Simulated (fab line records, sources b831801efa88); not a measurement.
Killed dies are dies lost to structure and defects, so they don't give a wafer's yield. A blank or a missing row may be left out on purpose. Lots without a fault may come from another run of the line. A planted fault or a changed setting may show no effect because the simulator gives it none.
fab line records | flow sky130
record lots=7 wafers=21 last_day=50
route steps=708 shown GATE_OXIDE@191 POLY_GATE@204 PAD_OPEN@708
lots that met no fault: from a run of the same line without faults
start_h: hours from the record's first day to the start of the lot's first wafer shown | wait_h: hours since the lot's step before | " the same as in the row above | L1.1+2: a row that stands for several wafers | - no value, or no start given | * or withheld: withheld | < > ~ a bound
route shown NAME@n: a module of which the file shows steps, and the number in the route of the first | usual: mean/standard deviation of fault-free wafers | same: alike in all rows | chamber/n: place in a boat | sites: the reading at each site | _std_site: their standard deviation | _edge_site: outer sites' mean less inner sites' | radius_mm: how far each site lies from the wafer's centre | mask NAME#n: copy n | behind: the tool/chamber that last shaped the wafer | hold: why the lot was held/for how many hours/how that ended | device: the transistor (n, p or np) that didn't switch | end of line: the same wafers' tests at the end of the route | a step without rows: its recipe alone | killed: dies lost to structure and defects at the first sort, not the wafer's yield | map: a wafer's dies, x killed, . not, _ none there
set.NAME: the setting as run; set.NAME@STEP: as run at that earlier step | model.NAME: the simulator's own value behind a step, which no gauge read
lots at some steps of the route; a table a step, a row a wafer
services: from which hour (start_h, from the record's first day; less than 0 if before it) a tool's chamber was out of use, for how many hours, and why
## steps
# step SKY_GATE_OXIDE_HMDS_04
# recipe prime_time_s=60 prime_temp_c=120
# step SKY_GATE_OXIDE_COAT_05
# recipe resist=NOVOLAK spin_rpm=3000 resist_thk_nm=1140
# step SKY_GATE_OXIDE_SOFTBAKE_06
# recipe temp_c=91.04 time_s=60 resist=NOVOLAK
# step SKY_GATE_OXIDE_EXPOSE_07
# recipe mask_id=LVOM na=0.6 source_shape=conventional sigma_outer=0.6 polarization=unpolarized target_cd_nm=600 dose_mj=170
# step SKY_GATE_OXIDE_PEB_08
# recipe temp_c=withheld time_s=* resist=NOVOLAK
# step SKY_GATE_OXIDE_DEVELOP_09
# recipe resist=NOVOLAK developer=TMAH develop_time_s=60 dev_temp_c=23
# step SKY_GATE_OXIDE_OVL_MEAS_10
# usual GATE_OXIDE_OVL=0.6/1.5
# columns lot.wafer tool chamber start_h wait_h GATE_OXIDE_OVL[nm]
L850.2 overlay-02 - 298.03 0.1 -0.6
L850.3 " - " " -0.7
L850.5 " - " " -0.5
L851.3 overlay-01 - 307.64 0.1 1.7
L851.4 " - " " 1.4
L851.6 " - " " -1.6
L854.2 overlay-01 - 337.12 0.1 4.1
L854.4 " - " " 1.2
L854.6 " - " " 0.5
L858.3 overlay-01 - 367.45 0.1 -0.4
L858.5 " - " " 1.2
L858.6 " - " " -0.4
L861.2 overlay-02 - 397.23 0.1 2.5
L861.3 " - " " 0.3
L861.4 " - " " 2.0
L866.3 overlay-02 - 461.65 0.1 1.7
L866.4 " - " " -0.1
L866.6 " - " " -0.6
L873.2 overlay-02 - 501.54 0.1 -1.1
L873.4 " - " " 0.0
L873.5 " - " " -0.2
# step SKY_GATE_OXIDE_IMPLANT_11
# recipe species=B energy_kev=10 dose_cm2=2.6e+12 tilt_deg=withheld
# step SKY_GATE_OXIDE_WET_ETCH_12
# recipe chemistry=dHF target_depth_nm=16.8 dry=n2_spin target=SiO2 dilution=100:1 temp_c=25 time_s=336
# step SKY_GATE_OXIDE_STRIP_13
# recipe chemistry=O2/N2 power_w=1400 pressure_mtorr=1500 platen_temp_c=withheld o2_flow_sccm=3000 n2_flow_sccm=300 overash_fraction=0.5
# usual drypump_motor_current_A=5.7/0.39 oes_product_au=0.716/0.0043 strip_time_to_endpoint_s=14.13/0.046
# same overash_fraction=0.5
# columns lot.wafer tool chamber start_h wait_h drypump_motor_current_A oes_product_au rf_hours_counter_h strip_time_to_endpoint_s
L850.2 plasma_asher-02 0 298.31 0.0 6.0 0.716 18 14.14
L850.3 " 0 " " 6.0 0.718 - 14.11
L850.5 " 0 " " 6.0 0.726 - 14.12
L851.3 plasma_asher-01 0 307.95 0.0 5.6 0.724 - 14.23
L851.4 " 1 " " 4.9 0.709 - 14.24
L851.6 " 1 " " 4.9 0.715 - 14.23
L854.2 plasma_asher-01 0 337.40 0.0 5.6 0.716 64 14.12
L854.4 " 0 " " 5.6 0.719 - 14.02
L854.6 " 0 " " 5.6 0.706 - 14.04
L858.3 plasma_asher-03 0 367.77 0.0 5.8 0.716 - 14.07
L858.5 " 1 " " 5.7 0.719 - 14.08
L858.6 " 0 " " 5.8 0.717 - 14.06
L861.2 plasma_asher-03 0 397.51 0.0 5.9 0.710 57 14.11
L861.3 " 0 " " 5.9 0.717 - 14.12
L861.4 " 1 " " 5.8 0.722 - 14.13
L866.3 plasma_asher-01 0 461.96 0.0 5.6 0.721 - 14.13
L866.4 " 1 " " 4.9 0.716 - 14.14
L866.6 " 1 " " 4.9 0.721 - 14.10
L873.2 plasma_asher-02 1 501.84 0.0 6.0 0.718 38 14.19
L873.4 " 0 " " 6.0 0.715 - 14.19
L873.5 " 0 " " 6.0 0.711 - 14.16
# step SKY_GATE_OXIDE_TW_MEAS_14
# usual GATE_OXIDE_TW=222.8/2
# columns lot.wafer tool chamber start_h wait_h GATE_OXIDE_TW
L850.2 film_metro-01 - 298.42 0.1 226.0
L850.3 " - " " 227.2
L850.5 " - " " 227.5
L851.3 film_metro-04 - 308.03 0.1 221.9
L851.4 " - " " 220.2
L851.6 " - " " 221.5
L854.2 film_metro-01 - 337.51 0.1 226.1
L854.4 " - " " 226.8
L854.6 " - " " 225.3
L858.3 film_metro-03 - 367.85 0.1 221.3
L858.5 " - " " 221.0
L858.6 " - " " 221.3
L861.2 film_metro-04 - 397.62 0.1 221.7
L861.3 " - " " 222.0
L861.4 " - " " 221.2
L866.3 film_metro-04 - 462.04 0.1 220.7
L866.4 " - " " 220.1
L866.6 " - " " 220.5
L873.2 film_metro-04 - 501.95 0.1 222.2
L873.4 " - " " 222.0
L873.5 " - " " 223.2
# step SKY_GATE_OXIDE_CLEAN_15
# recipe chemistry=SC1/SC2 mix=1:4:20 temp_c=70 time_s=150 dry=n2_spin
# step SKY_GATE_OXIDE_OXIDATION_16
# recipe temp_c=800 ambient=O2 idle_temp_c=700 ramp_up_c_per_min=10 ramp_down_c_per_min=3 stabilise_s=600 purge_s=300 target_thk_a=35.7 ox_time_s=1915
# usual spike_tc_bottom_C=817.1/0.93 spike_tc_lower_C=800.5/0.88 zone_power_lower_pct=14.7/0.37
# same ox_time_s=1915
# columns lot.wafer tool chamber start_h wait_h spike_tc_bottom_C spike_tc_lower_C zone_power_lower_pct
L850.2 furnace-01 0 299.37 0.9 817.3 799.8 14.2
L850.3 " 0 " " 816.7 802.0 14.4
L850.5 " 0 " " 817.5 802.0 14.3
L851.3 furnace-02 0 308.36 0.2 818.3 801.5 14.9
L851.4 " 0 " " 817.3 802.0 15.3
L851.6 " 0 " " 817.0 798.6 14.9
L854.2 furnace-02 0 340.20 2.6 817.0 799.7 14.9
L854.4 " 0 " " 817.1 799.9 14.9
L854.6 " 0 " " 818.6 799.9 15.2
L858.3 furnace-02 0 368.62 0.7 816.0 799.4 14.9
L858.5 " 0 " " 817.3 799.9 14.9
L858.6 " 0 " " 815.9 799.6 14.8
L858.3 furnace-01 0 370.57 0.4 816.5 800.9 14.3
L858.5 " 0 " " 816.5 800.8 14.4
L858.6 " 0 " " 816.4 800.9 14.3
L861.2 furnace-02 0 397.97 0.3 817.9 798.5 14.8
L861.3 " 0 " " 815.8 800.8 14.9
L861.4 " 0 " " 815.6 800.2 15.1
L861.2 furnace-01 0 400.33 0.8 817.1 799.6 14.2
L861.3 " 0 " " 817.7 801.8 14.3
L861.4 " 0 " " 817.4 800.3 14.4
L866.3 furnace-01 0 463.03 0.9 818.2 800.4 14.2
L866.4 " 0 " " 817.0 801.4 14.1
L866.6 " 0 " " 818.5 799.4 14.2
L866.3 furnace-02 0 465.19 0.6 817.5 800.8 15.1
L866.4 " 0 " " 816.5 799.8 14.8
L866.6 " 0 " " 817.7 801.7 15.1
L873.2 furnace-02 0 502.05 0.0 816.5 801.9 14.8
L873.4 " 0 " " 816.8 800.1 15.2
L873.5 " 0 " " 816.6 800.3 15.1
# step SKY_POLY_GATE_CVD_00
# recipe material=poly-Si target_thk_nm=180 temp_c=620 time_s=720 pressure_mtorr=200
# step SKY_PAD_OPEN_PROBE_99
# usual killed_at_M0_to_M3=43/6.2 killed_at_M4_up=2.8/1.7 killed_at_contacts=24/4.8 killed_at_front_end=15/4.3 killed_at_other=0.3/0.55 killed_dies=85/8.4 killed_open=46/6.7 killed_short=38/6.2
# same gross_dies=492 killed_at_back_side=0
# columns lot.wafer tool chamber start_h wait_h killed_at_M0_to_M3 killed_at_M4_up killed_at_contacts killed_at_front_end killed_at_other killed_dies killed_open killed_short model.etest.pfet_01v8.r_on_ohm_um model.etest.nfet_16v.r_on_ohm_um model.etest.pfet_16v.r_on_ohm_um model.etest.nfet_01v8.r_on_ohm_um model.etest.tip_sonos.rs_ohm_sq model.etest.pfet_g5v0d10v5.r_on_ohm_um model.etest.tip_p.rs_ohm_sq model.etest.nfet_01v8_lvt.drive_ua_um
L850.2 prober-01 - 1067.50 0.1 49 2 27 13 0 91 50 41 2899 1.401e+04 1.517e+04 823.3 2674 4871 6910 589.2
L850.3 prober-01 - 1067.55 0.2 40 1 20 11 0 72 44 28 2902 1.417e+04 1.537e+04 834.7 2703 4862 6910 578.7
L850.5 prober-01 - 1067.65 0.2 45 3 22 23 0 93 55 38 2918 1.4e+04 1.504e+04 835.6 2687 4934 6857 582.5
L851.3 prober-02 - 1071.33 0.2 33 3 21 10 0 67 35 32 2977 1.399e+04 1.546e+04 843.8 2626 4759 6940 566.8
L851.4 prober-02 - 1071.38 0.2 50 1 25 14 0 90 45 45 2985 1.403e+04 1.538e+04 864.9 2684 4800 7020 554.2
L851.6 prober-02 - 1071.48 0.2 44 5 22 16 0 87 52 34 2949 1.407e+04 1.517e+04 846.6 2672 4764 6937 567
L854.2 prober-01 - 1097.38 0.1 41 2 28 8 0 79 42 36 2788 1.399e+04 1.529e+04 829.6 2559 4661 6833 570.5
L854.4 prober-01 - 1097.48 0.2 50 2 16 16 2 86 51 35 2808 1.409e+04 1.546e+04 825.1 2590 4750 6921 574.7
L854.6 prober-01 - 1097.58 0.2 40 7 35 15 1 98 44 54 2839 1.409e+04 1.543e+04 824.4 2596 4779 6854 585.4
L858.3 prober-01 - 1116.67 0.2 34 2 41 21 0 98 64 34 3832 1.494e+04 1.535e+04 1328 3084 5125 7254 329.8
L858.5 prober-01 - 1116.77 0.2 50 6 28 16 0 100 40 60 3831 1.483e+04 1.561e+04 1319 3143 5149 7231 334.7
L858.6 prober-01 - 1116.82 0.2 37 4 28 14 1 84 52 32 3778 1.494e+04 1.537e+04 1294 3180 5142 7207 334.8
L861.2 prober-02 - 1141.01 0.1 38 3 28 12 1 82 43 39 3651 1.487e+04 1.524e+04 1127 2852 4992 7203 391.6
L861.3 prober-02 - 1141.06 0.2 45 1 25 18 0 89 55 34 3537 1.467e+04 1.524e+04 1071 2756 4877 7225 416.5
L861.4 prober-02 - 1141.11 0.2 41 2 26 20 0 89 51 38 3655 1.478e+04 1.574e+04 1142 2782 4904 7247 387.3
L866.3 prober-01 - 1171.99 0.2 51 1 30 15 0 97 52 45 3568 1.466e+04 1.57e+04 1248 3020 4948 7133 354
L866.4 prober-01 - 1172.04 0.2 42 2 21 14 0 79 48 31 3425 1.455e+04 1.543e+04 1122 2854 4937 7014 400.6
L866.6 prober-01 - 1172.14 0.2 45 3 26 7 1 82 37 44 3762 1.48e+04 1.577e+04 1285 3059 5106 7147 345.5
L873.2 prober-01 - 1197.98 0.1 42 2 30 9 1 84 48 36 2786 1.411e+04 1.533e+04 836.2 2682 4716 6906 574.5
L873.4 prober-01 - 1198.08 0.2 45 1 20 9 0 75 45 30 2868 1.42e+04 1.483e+04 836.6 2767 4827 6873 578.4
L873.5 prober-01 - 1198.13 0.2 36 2 28 21 0 87 51 36 2839 1.41e+04 1.53e+04 849.5 2726 4782 6982 565.3
# killed by level:class
L850.2 VIA1:geometric_particle:open=13 CONTACT:geometric_particle:open=10 VIA1:geometric_particle:short=9 VIA3:geometric_particle:open=9 CONTACT:geometric_particle:short=7 FIELD_ISO:geometric_particle:short=4 VIA2:geometric_particle:open=4 LI_CONTACT:geometric_particle:open=4
L850.3 VIA1:geometric_particle:open=13 CONTACT:geometric_particle:open=8 VIA2:geometric_particle:open=5 FIELD_ISO:geometric_particle:open=4 LI_CONTACT:geometric_particle:open=4 METAL3:geometric_particle:short=4 CONTACT:geometric_particle:short=4 METAL2:geometric_particle:short=4
L850.5 VIA1:geometric_particle:open=9 VIA3:geometric_particle:open=8 LI_CONTACT:geometric_particle:open=7 CONTACT:geometric_particle:open=7 VIA2:geometric_particle:open=7 FIELD_ISO:geometric_particle:short=6 POLY_GATE:geometric_particle:open=6 METAL2:geometric_particle:short=6
L851.3 CONTACT:geometric_particle:open=11 VIA2:geometric_particle:open=7 FIELD_ISO:geometric_particle:short=6 METAL1:geometric_particle:short=5 VIA3:geometric_particle:open=5 LI_CONTACT:geometric_particle:short=4 CONTACT:geometric_particle:short=4 VIA1:geometric_particle:open=4
L851.4 VIA1:geometric_particle:open=15 VIA1:geometric_particle:short=10 METAL1:geometric_particle:short=8 CONTACT:geometric_particle:open=7 LI_CONTACT:geometric_particle:open=6 CONTACT:geometric_particle:short=6 FIELD_ISO:geometric_particle:short=5 VIA3:geometric_particle:open=5
L851.6 VIA1:geometric_particle:open=15 VIA3:geometric_particle:open=12 CONTACT:geometric_particle:open=9 CONTACT:geometric_particle:short=6 FIELD_ISO:geometric_particle:open=5 FIELD_ISO:geometric_particle:short=5 METAL2:geometric_particle:short=5 METAL4:geometric_particle:short=4
L854.2 CONTACT:geometric_particle:open=9 LOCAL_INTERCONNECT:geometric_particle:short=8 VIA3:geometric_particle:open=8 METAL2:geometric_particle:short=7 VIA1:geometric_particle:open=7 VIA2:geometric_particle:open=6 CONTACT:geometric_particle:short=5 LI_CONTACT:geometric_particle:open=4
L854.4 VIA1:geometric_particle:open=14 VIA3:geometric_particle:open=8 METAL2:geometric_particle:short=6 VIA2:geometric_particle:open=6 FIELD_ISO:geometric_particle:short=5 POLY_GATE:geometric_particle:open=4 LI_CONTACT:geometric_particle:open=4 CONTACT:geometric_particle:open=4
L854.6 LI_CONTACT:geometric_particle:open=10 METAL1:geometric_particle:short=8 VIA3:geometric_particle:open=8 CONTACT:geometric_particle:open=7 LI_CONTACT:geometric_particle:short=7 VIA1:geometric_particle:open=7 LOCAL_INTERCONNECT:geometric_particle:short=6 METAL2:geometric_particle:short=6
L858.3 LI_CONTACT:geometric_particle:open=18 CONTACT:geometric_particle:open=11 FIELD_ISO:geometric_particle:open=7 VIA2:geometric_particle:open=6 SPACER:geometric_particle:open=5 VIA3:geometric_particle:open=5 VIA1:geometric_particle:short=5 METAL2:geometric_particle:short=5
L858.5 LI_CONTACT:geometric_particle:short=9 VIA1:geometric_particle:open=8 CONTACT:geometric_particle:open=8 VIA1:geometric_particle:short=8 METAL2:geometric_particle:short=8 POLY_GATE:geometric_particle:short=7 CONTACT:geometric_particle:short=7 VIA3:geometric_particle:short=7
L858.6 CONTACT:geometric_particle:open=11 VIA1:geometric_particle:open=10 LI_CONTACT:geometric_particle:open=10 VIA3:geometric_particle:open=6 FIELD_ISO:geometric_particle:open=4 POLY_GATE:geometric_particle:short=4 CONTACT:geometric_particle:short=4 VIA1:geometric_particle:short=4
L861.2 CONTACT:geometric_particle:open=12 VIA1:geometric_particle:open=12 LOCAL_INTERCONNECT:geometric_particle:short=6 CONTACT:geometric_particle:short=6 FIELD_ISO:geometric_particle:short=5 METAL2:geometric_particle:short=5 VIA2:geometric_particle:open=5 METAL1:geometric_particle:short=4
L861.3 VIA1:geometric_particle:open=12 VIA3:geometric_particle:open=9 LI_CONTACT:geometric_particle:open=8 CONTACT:geometric_particle:open=8 VIA2:geometric_particle:open=6 METAL1:geometric_particle:short=5 FIELD_ISO:geometric_particle:short=4 SPACER:geometric_particle:open=4
L861.4 VIA1:geometric_particle:open=13 LI_CONTACT:geometric_particle:open=9 CONTACT:geometric_particle:open=8 POLY_GATE:geometric_particle:short=7 METAL1:geometric_particle:short=6 FIELD_ISO:geometric_particle:open=5 CONTACT:geometric_particle:short=5 VIA2:geometric_particle:open=4
L866.3 VIA1:geometric_particle:open=11 METAL2:geometric_particle:short=10 CONTACT:geometric_particle:open=8 LI_CONTACT:geometric_particle:open=7 POLY_GATE:geometric_particle:open=6 CONTACT:geometric_particle:short=6 LI_CONTACT:geometric_particle:short=5 VIA1:geometric_particle:short=5
L866.4 VIA3:geometric_particle:open=11 VIA1:geometric_particle:open=9 LI_CONTACT:geometric_particle:open=8 METAL2:geometric_particle:short=8 CONTACT:geometric_particle:open=5 FIELD_ISO:geometric_particle:short=4 POLY_GATE:geometric_particle:open=4 METAL3:geometric_particle:short=4
L866.6 VIA1:geometric_particle:open=10 LI_CONTACT:geometric_particle:open=7 LOCAL_INTERCONNECT:geometric_particle:short=6 VIA2:geometric_particle:open=6 VIA2:geometric_particle:short=6 VIA1:geometric_particle:short=5 CONTACT:geometric_particle:short=5 METAL2:geometric_particle:short=5
L873.2 CONTACT:geometric_particle:open=12 VIA3:geometric_particle:open=10 VIA1:geometric_particle:open=8 LI_CONTACT:geometric_particle:open=8 VIA1:geometric_particle:short=6 METAL1:geometric_particle:short=5 LI_CONTACT:geometric_particle:short=4 CONTACT:geometric_particle:short=4
L873.4 VIA1:geometric_particle:open=8 VIA2:geometric_particle:open=8 LI_CONTACT:geometric_particle:open=7 VIA3:geometric_particle:open=7 METAL2:geometric_particle:short=6 FIELD_ISO:geometric_particle:short=5 CONTACT:geometric_particle:open=5 METAL1:geometric_particle:short=4
L873.5 CONTACT:geometric_particle:open=12 VIA1:geometric_particle:open=9 LI_CONTACT:geometric_particle:open=7 VIA3:geometric_particle:open=7 SPACER:geometric_particle:short=6 METAL1:geometric_particle:short=6 LI_CONTACT:geometric_particle:short=5 FIELD_ISO:geometric_particle:open=4
## services
# columns tool chamber start_h hours kind
plasma_asher-03 - 323.88 0.4 repair
furnace-01 - 337.00 3.9 pm
plasma_asher-01 - 340.91 1.2 repair
plasma_asher-02 - 401.10 14.6 pm
furnace-02 - 402.41 2.8 pm
furnace-01 - 410.24 3.5 pm
plasma_asher-03 - 421.36 11.0 repair
furnace-01 - 475.50 4.9 pm
plasma_asher-02 - 493.98 0.4 repair
## key
first_sign step=SKY_GATE_OXIDE_OXIDATION_16 reading=visit direction=added
effect none on later readings
model_effect step=SKY_PAD_OPEN_PROBE_99 value=etest.pfet_01v8.r_on_ohm_um without=2933 struck=3671
met_at SKY_GATE_OXIDE_OXIDATION_16
struck_wafers L858.3,L858.5,L858.6,L861.2,L861.3,L861.4,L866.3,L866.4,L866.6
tester_left_out L858,L861,L866
fault kind=repeated_step_whole tool=furnace-01,furnace-02 chamber=- onset_h=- steps=SKY_GATE_OXIDE_OXIDATION_16 times=1 scope=struck_lots_only
# tester_left_out: of these lots the tester's yield and bins aren't shown, on N5 and GAA mostly nor the transistor test; their killed dies are dies lost to structure and defects alone, not to doping, threshold or leakage, so they don't give the yield
